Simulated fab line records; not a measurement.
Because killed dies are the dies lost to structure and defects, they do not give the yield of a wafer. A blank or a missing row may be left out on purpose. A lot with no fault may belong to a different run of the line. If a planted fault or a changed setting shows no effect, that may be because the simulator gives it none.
Struck lot and sound lot, side by side + flow sky130 + 24 out of 708 route steps
Sound: these wafers, L108.1, L108.2, L108.6. Wafers struck: L118.1, L118.2, L118.6. Last of all comes the cause.
At each step with rows: each side's tool, then ch and its chambers, then its first start. Under that, the readings that differ: sound wafers + struck wafers + difference of the means + sigmas: that difference in standard deviations of wafers without a fault.
alike: readings with means less than 2 such deviations apart, plus words and numbers identical on both sides. not compared: withheld readings, readings lacking a value on some wafer, bounds such as >300 that could conceal the same value, and numbers that have no deviation in the record and whose values overlap.
The two part at a step that has a row with sigmas, a row that says differs or no value, or rows on one side only. Numbers that have no deviation but don't overlap get no sigmas and don't part them. Lack of a reading on every wafer of one side parts them only where that side has two or more wafers.

first, 2 steps without rows for these wafers: SKY_POLY_GATE_CLEAN_19 (cleans in SC1/SC2, time 150 s); SKY_POLY_GATE_OXIDATION_20 (stabilise 600 s, purge 300 s, target thk 4 nm).
SKY_POLY_GATE_THK_MEAS_21:
  sound on filmMetro-04 at day 18 13:38; struck on filmMetro-04 at day 22 11:48
  alike: POLY_GATE_OXIDATION_THK
SKY_POLY_GATE_CD_MEAS_22:
  sound on cdSem-02 at day 18 13:42; struck on cdSem-01 at day 22 11:52
  alike: cdNm
then, 7 steps without rows for these wafers: SKY_LDD_N_DEHYDRATE_00 (time 60 s); SKY_LDD_N_HMDS_01 (prime time 60 s); SKY_LDD_N_COAT_02 (resist thk 300 nm); SKY_LDD_N_SOFTBAKE_03 (time 60 s); SKY_LDD_N_EXPOSE_04 (exposes mask NTM, target cd 840 nm); SKY_LDD_N_PEB_05; SKY_LDD_N_DEVELOP_06 (develop time 60 s).
SKY_LDD_N_OVL_MEAS_07:
  sound on overlay-01 at day 19 20:50; struck on overlay-02 at day 23 18:18
  alike: LDD_N_OVL
SKY_LDD_N_IMPLANT_08:
  sound on implanter-03 ch 0, day 19 20:52; struck on implanter-03 ch 0, day 23 18:20
| reading          | sound                       | struck                          | difference  | sigmas      |
|------------------|-----------------------------|---------------------------------|-------------|-------------|
| beamOnS (s)      | 10.22 9.93 10.02            | 69.00 67.63 68.62               | +58.36      | +99 or more |
| doseIonsCm2      | 7.5e+13 7.498e+13 7.507e+13 | 5.3881e+14 5.3883e+14 5.388e+14 | +4.6380e+14 | +99 or more |
| faradayCurrentUA | 413 424 424                 | 439 450 443                     | +24         | +3          |
then, 7 steps without rows for these wafers: SKY_LDD_N_IMPLANT_09; SKY_LDD_N_IMPLANT_10; SKY_LDD_N_IMPLANT_11; SKY_LDD_N_IMPLANT_12; SKY_LDD_N_IMPLANT_13; SKY_LDD_N_IMPLANT_14; SKY_LDD_N_IMPLANT_15.
SKY_LDD_N_STRIP_16: strips in O2/N2.
  sound on plasmaAsher-01 ch 0,1, day 19 22:04; struck on plasmaAsher-01 ch 0,1, day 23 19:32
| reading                  | sound             | struck            | difference | sigmas |
|--------------------------|-------------------|-------------------|------------|--------|
| stripTimeToEndpointS (s) | 4.313 4.319 4.315 | 5.380 5.378 5.395 | +1.069     | +71    |
  alike: drypumpMotorCurrentA, n2FlowSccm, oesProductAu
  not compared: rfHoursCounterH
SKY_LDD_N_TW_MEAS_17:
  sound on filmMetro-03 at day 19 22:10; struck on filmMetro-04 at day 23 19:38
| reading  | sound          | struck         | difference | sigmas |
|----------|----------------|----------------|------------|--------|
| LDD_N_TW | 2553 2579 2569 | 2935 2959 2938 | +377       | +18    |
then, 1 step without rows for these wafers: SKY_LDD_P_DEHYDRATE_00 (time 60 s).
-- record jumps: 26 days separate the struck wafers' starts on either side; left off in module LDD_P, taken up again in module PAD_OPEN, whose first shown step is the route's number 708 --
SKY_PAD_OPEN_PROBE_99:
  sound on prober-01 at day 47 05:29; struck on prober-01 at day 49 16:29
| reading                                 | sound             | struck            | difference | sigmas |
|-----------------------------------------|-------------------|-------------------|------------|--------|
| model.etest.tipN.rsOhmSq                | 444.9 443.4 445.5 | 274.7 272.6 271.8 | -171.6     |        |
| model.etest.nfet_01v8.rOnOhmUm          | 820.7 824 835.6   | 772.5 757.5 755   | -65.1      |        |
| model.etest.nfet_01v8_lvt.driveUaUm     | 581.5 577.7 582.5 | 624.4 632 634.2   | +49.6      |        |
| model.etest.nfet_01v8.driveUaUm         | 510.4 509.6 507.8 | 547.2 556.1 557.2 | +44.2      |        |
| model.etest.nfet_01v8_turned.driveUaUm  | 511.1 511.1 506.7 | 547.1 552.5 555.2 | +42.0      |        |
| model.etest.sramNfetPass.driveUaUm      | 489.2 511.9 479.5 | 512.1 523 513.1   | +22.5      |        |
| model.etest.nfet_01v8_swapped.driveUaUm | 508.2 514.8 506.8 | 535.4 544.3 547.4 | +32.4      |        |
  alike: killed_at_M0_to_M3, killed_at_M4_up, killedAtContacts, killedAtFrontEnd, killedAtOther, killedDies, killedOnRim, killedOpen, killedShort
  not compared: model.etest.sramNfetPass.offLog10AUm

## WHERE THEY PART
At SKY_LDD_N_IMPLANT_08 first; at SKY_LDD_N_TW_MEAS_17 last (within this record only). Later steps at which nothing parts them and some readings are alike: SKY_PAD_OPEN_PROBE_99.

WHY: what had been put in by the simulator
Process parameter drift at SKY_LDD_N_IMPLANT_08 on implanter-03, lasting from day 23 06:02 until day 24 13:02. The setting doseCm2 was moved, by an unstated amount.
